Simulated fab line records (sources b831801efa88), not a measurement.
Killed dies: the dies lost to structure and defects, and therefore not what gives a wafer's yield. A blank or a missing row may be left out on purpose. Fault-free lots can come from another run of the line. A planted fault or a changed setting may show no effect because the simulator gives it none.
Matching of chambers ; flow sfq line ; SFQ_TRILAYER_I3_VIA_ETCH_VIA_ETCH_088 on rie diel-01: 4 sister chambers
The step etches SiO2 in CHF3, stops on Nb, target depth 260 nm. 8 wafers are shown with their chamber, then 7 later ones without.

## WAFERS PAIRED WITH THEIR CHAMBERS
wafer;chamber;drypump motor current A (A);oes product au (a.u.)
L628.1;3;5.6;0.853
L638.2;3;5.7;0.853
L638.6;2;5.4;0.851
L646.1;1;5.6;0.866
L646.2;2;5.4;0.853
L646.3;0;5.1;0.862
L649.1;1;5.6;0.856
L649.2;0;5.1;0.865

## WAFERS MISSING THEIR CHAMBER
wafer;drypump motor current A (A);oes product au (a.u.)
L649.3;5.4;0.857
L650.2;5.6;0.854
L650.4;5.6;0.861
L650.5;5.5;0.845
L651.2;5.1;0.851
L651.3;5.4;0.859
L651.6;5.1;0.848

## WHICH CHAMBER EACH ONE RAN IN
wafer;from the rows above;in truth
L649.3;2;2
L650.2;can't be placed: 3 or 1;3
L650.4;1;1
L650.5;can't be placed: 2 or 3 or 1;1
L651.2;0;0
L651.3;2;2
L651.6;0;0
5 of 7 placed correctly. Can't be placed from these rows: 2 (the true chamber is among the candidates in 2). Wrongly placed: 0.
How it was worked out, from the rows above alone: a wafer's distance from a chamber is the root of the sum, over the readings, of the square of ((its reading less the chamber's mean) divided by the reading's scatter). The wafer belongs to the nearest chamber; if the next one is less than 2 further off, it can't be placed. A chamber's mean is the mean of its shown wafers. The scatter: take each reading less its chamber's mean, square it, sum over the shown wafers, divide by the number of wafers less the number of chambers, and take the root.
